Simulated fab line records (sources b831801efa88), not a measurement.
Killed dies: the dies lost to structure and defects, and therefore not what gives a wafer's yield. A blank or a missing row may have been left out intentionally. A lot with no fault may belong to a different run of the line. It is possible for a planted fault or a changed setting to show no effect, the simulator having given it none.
fab line records    flow gf180mcu
[record] lots = 13  wafers = 39  last_day = 34
route steps=602 shown HV_LDD@209 M2@377 V2@387
lots with no fault: from the same line, run without faults
start_h: the number of hours between the record's first day and the start of the first shown wafer of the lot    wait_h: hours elapsed since this lot's preceding step    " the same as in the row above    L1.1+2: several wafers, shown together as one row    - no value, or no start given    * or withheld: withheld    < > ~ a bound
route shown NAME@n: NAME is a module with steps in the file, n the number in the route of the first one    usual: average and standard deviation across the fault-free wafers    same: alike in all rows    chamber/n: place in a boat    sites: per-site readings    _std_site: how widely they spread, as a standard deviation    _edge_site: inner sites' mean taken away from outer sites' mean    radius_mm: for every site, how far away it sits from the centre of the wafer    mask NAME#n: copy n    behind: the tool/chamber that last shaped the wafer    hold: cause of the lot's hold/its duration in hours/its outcome    device: names the non-switching transistor (n, p or np)    end of line: the same wafers' tests at the end of the route    where a step has no rows: the recipe by itself    killed: count of dies lost to structure and defects at first sort (not the wafer's yield)    map: shows each die of a wafer: x if killed, . if not, _ if none is there
set.NAME: the setting as run; set.NAME@STEP: as run at that earlier step    model.NAME: the simulator's own value behind a step, which no gauge read
steps of the route over a sample of lots; a table a step, a row a wafer
services: the hour from which a tool's chamber was out of use, counted from the record's first day as start_h (under 0 if before that day), plus the number of hours and why
[[steps]]
[step GF_HV_LDD_IMPLANT_33]
[recipe] species = P  energy_kev = 60  dose_cm2 = 7.5e+12  tilt_deg = 30  rotation_deg = 0
[usual] dose_ions_cm2 = 7.501e+12/8.3e+09  faraday_current_uA = 42.1/0.78
lot.wafer  tool          chamber  start_h  wait_h  dose_ions_cm2  faraday_current_uA
L132.1     implanter-04  0        259.38   0.0     7.502e+12      40.7
L132.4     "             0        "        "       7.496e+12      42.2
L132.6     "             0        "        "       7.482e+12      41.1
L134.1     implanter-04  0        270.73   0.0     7.496e+12      42.2
L134.2     "             0        "        "       7.497e+12      42.2
L134.3     "             0        "        "       7.502e+12      41.1
L137.1     implanter-04  0        298.94   0.0     7.487e+12      41.1
L137.5     "             0        "        "       7.507e+12      41.2
L137.6     "             0        "        "       7.506e+12      42.0
L139.3     implanter-04  0        317.08   0.1     7.504e+12      43.0
L139.4     "             0        "        "       7.507e+12      42.7
L139.6     "             0        "        "       7.507e+12      43.1
L140.2     implanter-04  0        326.42   0.0     7.502e+12      43.4
L140.4     "             0        "        "       7.494e+12      44.2
L140.6     "             0        "        "       7.505e+12      41.5
L141.2     implanter-01  0        334.41   0.0     7.495e+12      41.4
L141.3     "             0        "        "       7.497e+12      42.7
L141.6     "             0        "        "       7.492e+12      40.8
L142.3     implanter-04  0        341.03   0.1     7.5e+12        42.4
L142.5     "             0        "        "       7.5e+12        40.6
L142.6     "             0        "        "       7.517e+12      42.7
L143.1     implanter-03  0        348.88   0.0     7.515e+12      42.2
L143.2     "             0        "        "       7.489e+12      44.1
L143.4     "             0        "        "       7.491e+12      42.2
L144.1     implanter-01  0        352.25   0.0     7.51e+12       41.0
L144.4     "             0        "        "       7.497e+12      41.0
L144.6     "             0        "        "       7.509e+12      43.6
L146.1     implanter-03  0        368.79   0.0     7.509e+12      42.1
L146.4     "             0        "        "       7.51e+12       42.5
L146.6     "             0        "        "       7.508e+12      41.8
L147.3     implanter-03  0        379.04   0.1     1.1627e+13     65.8
L147.5     "             0        "        "       1.1609e+13     65.0
L147.6     "             0        "        "       1.1621e+13     65.9
L151.1     implanter-04  0        411.89   0.0     7.495e+12      41.5
L151.2     "             0        "        "       7.48e+12       40.8
L151.4     "             0        "        "       7.491e+12      42.3
L152.2     implanter-03  0        416.87   0.0     1.1613e+13     64.6
L152.3     "             0        "        "       1.1626e+13     64.7
L152.5     "             0        "        "       1.163e+13      65.5
[step GF_HV_LDD_TW_MEAS_38]
[usual] HV_LDD_3_TW = 1424/16
lot.wafer  tool           chamber  start_h  wait_h  HV_LDD_3_TW
L132.1     film_metro-02  -        260.08   0.1     1440
L132.4     "              -        "        "       1441
L132.6     "              -        "        "       1444
L134.1     film_metro-01  -        271.43   0.1     1422
L134.2     "              -        "        "       1417
L134.3     "              -        "        "       1424
L137.1     film_metro-04  -        299.64   0.1     1403
L137.5     "              -        "        "       1410
L137.6     "              -        "        "       1417
L139.3     film_metro-04  -        317.75   0.1     1403
L139.4     "              -        "        "       1409
L139.6     "              -        "        "       1404
L140.2     film_metro-01  -        327.10   0.1     1422
L140.4     "              -        "        "       1415
L140.6     "              -        "        "       1416
L141.2     film_metro-04  -        335.09   0.1     1415
L141.3     "              -        "        "       1399
L141.6     "              -        "        "       1406
L142.3     film_metro-02  -        341.70   0.1     1448
L142.5     "              -        "        "       1440
L142.6     "              -        "        "       1448
L143.1     film_metro-04  -        349.58   0.1     1414
L143.2     "              -        "        "       1416
L143.4     "              -        "        "       1421
L144.1     film_metro-04  -        352.95   0.1     1417
L144.4     "              -        "        "       1418
L144.6     "              -        "        "       1417
L146.1     film_metro-04  -        369.49   0.1     1404
L146.4     "              -        "        "       1416
L146.6     "              -        "        "       1411
L147.3     film_metro-02  -        379.71   0.1     1508
L147.5     "              -        "        "       1506
L147.6     "              -        "        "       1508
L151.1     film_metro-04  -        412.59   0.1     1419
L151.2     "              -        "        "       1411
L151.4     "              -        "        "       1418
L152.2     film_metro-01  -        417.56   0.1     1482
L152.3     "              -        "        "       1478
L152.5     "              -        "        "       1487
[step GF_HV_LDD_RS_MEAS_53]
[recipe] thk_meas_gauge = four-point-probe
[usual] HV_LDD_RS = 418.1/0.98
lot.wafer  tool           chamber  start_h  wait_h  HV_LDD_RS[ohm/sq]
L132.1     film_metro-02  -        279.96   0.1     419.2
L132.4     "              -        "        "       419.6
L132.6     "              -        "        "       418.8
L134.1     film_metro-04  -        291.58   0.1     418.3
L134.2     "              -        "        "       419.2
L134.3     "              -        "        "       418.1
L137.1     film_metro-04  -        320.82   0.1     418.1
L137.5     "              -        "        "       417.9
L137.6     "              -        "        "       417.9
L139.3     film_metro-01  -        339.60   0.1     417.1
L139.4     "              -        "        "       417.4
L139.6     "              -        "        "       417.0
L140.2     film_metro-01  -        348.54   0.1     417.7
L140.4     "              -        "        "       419.0
L140.6     "              -        "        "       417.4
L141.2     film_metro-02  -        357.09   0.1     418.4
L141.3     "              -        "        "       417.7
L141.6     "              -        "        "       417.9
L142.3     film_metro-01  -        364.39   0.1     418.7
L142.5     "              -        "        "       418.7
L142.6     "              -        "        "       418.5
L143.1     film_metro-04  -        371.62   0.1     419.7
L143.2     "              -        "        "       419.8
L143.4     "              -        "        "       420.5
L144.1     film_metro-04  -        376.12   0.1     416.8
L144.4     "              -        "        "       416.6
L144.6     "              -        "        "       417.0
L146.1     film_metro-01  -        392.33   0.1     418.2
L146.4     "              -        "        "       417.9
L146.6     "              -        "        "       418.3
L147.3     film_metro-01  -        402.46   0.1     405.8
L147.5     "              -        "        "       406.5
L147.6     "              -        "        "       407.5
L151.1     film_metro-04  -        437.27   0.1     419.5
L151.2     "              -        "        "       418.7
L151.4     "              -        "        "       419.2
L152.2     film_metro-02  -        441.99   0.1     410.0
L152.3     "              -        "        "       409.1
L152.5     "              -        "        "       408.8
[step GF_M2_OVL_MEAS_15]
[usual] M2_OVL = 1/5.2
lot.wafer  tool        chamber  start_h  wait_h  M2_OVL[nm]
L132.1     overlay-02  -        444.40   0.1     8
L132.4     "           -        "        "       2
L132.6     "           -        "        "       0
L134.1     overlay-02  -        458.19   0.1     -3
L134.2     "           -        "        "       1
L134.3     "           -        "        "       1
L137.1     overlay-02  -        493.24   0.1     -1
L137.5     "           -        "        "       3
L137.6     "           -        "        "       0
L139.3     overlay-02  -        513.17   0.1     3
L139.4     "           -        "        "       -2
L139.6     "           -        "        "       -6
L140.2     overlay-02  -        523.25   0.1     0
L140.4     "           -        "        "       0
L140.6     "           -        "        "       -3
L141.2     overlay-01  -        533.12   0.1     10
L141.3     "           -        "        "       5
L141.6     "           -        "        "       1
L142.3     overlay-02  -        539.11   0.1     3
L142.5     "           -        "        "       -2
L142.6     "           -        "        "       4
L143.1     overlay-01  -        545.80   0.1     -3
L143.2     "           -        "        "       -3
L143.4     "           -        "        "       -5
L144.1     overlay-01  -        551.01   0.1     -2
L144.4     "           -        "        "       1
L144.6     "           -        "        "       3
L146.1     overlay-01  -        566.79   0.1     0
L146.4     "           -        "        "       -8
L146.6     "           -        "        "       -10
L147.3     overlay-01  -        573.96   0.1     1
L147.5     "           -        "        "       -3
L147.6     "           -        "        "       -7
L151.1     overlay-01  -        607.09   0.1     1
L151.2     "           -        "        "       -1
L151.4     "           -        "        "       -3
L152.2     overlay-02  -        613.16   0.1     8
L152.3     "           -        "        "       16
L152.5     "           -        "        "       7
[step GF_V2_BOW_MEAS_05]
[recipe] mode = bow
[usual] V2_BOW = 99/7.8
lot.wafer  tool           chamber  start_h  wait_h  V2_BOW[um]
L132.1     film_metro-02  -        445.66   0.2     98
L132.4     "              -        "        "       99
L132.6     "              -        "        "       92
L134.1     film_metro-04  -        459.48   0.2     109
L134.2     "              -        "        "       102
L134.3     "              -        "        "       94
L137.1     film_metro-04  -        494.50   0.2     93
L137.5     "              -        "        "       109
L137.6     "              -        "        "       104
L139.3     film_metro-04  -        514.46   0.2     96
L139.4     "              -        "        "       81
L139.6     "              -        "        "       90
L140.2     film_metro-01  -        524.59   0.2     111
L140.4     "              -        "        "       122
L140.6     "              -        "        "       103
L141.2     film_metro-02  -        534.42   0.2     94
L141.3     "              -        "        "       93
L141.6     "              -        "        "       95
L142.3     film_metro-01  -        540.55   0.2     92
L142.5     "              -        "        "       104
L142.6     "              -        "        "       101
L143.1     film_metro-04  -        547.10   0.2     105
L143.2     "              -        "        "       88
L143.4     "              -        "        "       94
L144.1     film_metro-04  -        552.27   0.2     102
L144.4     "              -        "        "       92
L144.6     "              -        "        "       102
L146.1     film_metro-02  -        568.13   0.1     100
L146.4     "              -        "        "       105
L146.6     "              -        "        "       105
L147.3     film_metro-02  -        575.26   0.1     105
L147.5     "              -        "        "       107
L147.6     "              -        "        "       114
L151.1     film_metro-01  -        608.35   0.1     105
L151.2     "              -        "        "       98
L151.4     "              -        "        "       94
L152.2     film_metro-01  -        614.82   0.2     107
L152.3     "              -        "        "       104
L152.5     "              -        "        "       102
[step GF_V2_CD_MEAS_14]
[recipe] target_cd_nm = 260
[usual] cd_nm = 259.9/1.3
lot.wafer  tool       chamber  start_h  wait_h  cd_nm
L132.1     cd_sem-01  -        469.67   0.1     259.0
L132.4     "          -        "        "       259.0
L132.6     "          -        "        "       258.5
L134.1     cd_sem-01  -        483.33   0.1     259.1
L134.2     "          -        "        "       259.0
L134.3     "          -        "        "       258.7
L137.1     cd_sem-01  -        517.94   0.1     259.4
L137.5     "          -        "        "       259.3
L137.6     "          -        "        "       260.8
L139.3     cd_sem-02  -        538.27   0.1     258.8
L139.4     "          -        "        "       258.4
L139.6     "          -        "        "       257.9
L140.2     cd_sem-02  -        547.21   0.1     258.9
L140.4     "          -        "        "       260.7
L140.6     "          -        "        "       261.0
L141.2     cd_sem-01  -        556.55   0.1     260.0
L141.3     "          -        "        "       260.7
L141.6     "          -        "        "       260.5
L142.3     cd_sem-02  -        562.43   0.1     260.6
L142.5     "          -        "        "       260.3
L142.6     "          -        "        "       260.1
L143.1     cd_sem-02  -        569.04   0.1     258.3
L143.2     "          -        "        "       256.6
L143.4     "          -        "        "       257.6
L144.1     cd_sem-02  -        574.23   0.1     259.4
L144.4     "          -        "        "       259.7
L144.6     "          -        "        "       260.0
L146.1     cd_sem-02  -        589.42   0.1     261.0
L146.4     "          -        "        "       262.2
L146.6     "          -        "        "       259.7
L147.3     cd_sem-02  -        596.66   0.1     258.7
L147.5     "          -        "        "       258.6
L147.6     "          -        "        "       258.3
L151.1     cd_sem-01  -        628.93   0.1     260.2
L151.2     "          -        "        "       260.1
L151.4     "          -        "        "       259.9
L152.2     cd_sem-02  -        634.76   0.1     258.6
L152.3     "          -        "        "       258.7
L152.5     "          -        "        "       259.6
[[services]]
tool          chamber  start_h  hours  kind
implanter-01  -        249.34   27.6   pm
implanter-04  -        256.91   1.6    pm
implanter-04  -        311.04   5.4    repair
implanter-03  -        344.08   4.5    pm
implanter-03  -        360.19   4.6    pm
implanter-04  -        372.52   7.6    repair
implanter-03  -        381.13   3.9    repair
[[key]]
[first_sign] step = GF_HV_LDD_IMPLANT_33  reading = dose_ions_cm2  direction = up  sigmas = 99+  usual = 7.501e+12  struck = 1.1621e+13
[effect] step = GF_HV_LDD_IMPLANT_33  reading = faraday_current_uA  direction = up  sigmas = 30  usual = 42.1  struck = 65.2
[effect] step = GF_HV_LDD_TW_MEAS_38  reading = HV_LDD_3_TW  direction = up  sigmas = 4.6  usual = 1424  struck = 1495
[effect] step = GF_HV_LDD_RS_MEAS_53  reading = HV_LDD_RS  direction = down  sigmas = 10  usual = 418.1  struck = 407.9
met_at GF_HV_LDD_IMPLANT_33
struck_lots L147,L152
tester_left_out L147,L152
not_acting_at GF_M2_OVL_MEAS_15,GF_V2_BOW_MEAS_05,GF_V2_CD_MEAS_14
onset_between 368.79 379.04
[fault] kind = process_parameter_drift  tool = implanter-03  chamber = -  onset_h = 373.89  steps = GF_HV_LDD_IMPLANT_33  channel = dose_cm2  offset = 4.1115e+12  shape = step  end_h = 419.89  acts_in = these_recipes_only  stated = 7.5e+12
// tester_left_out: of these lots the tester's yield and bins aren't shown, on N5 and GAA mostly nor the transistor test; their killed dies are dies lost to structure and defects alone, not to doping, threshold or leakage, so they don't give the yield
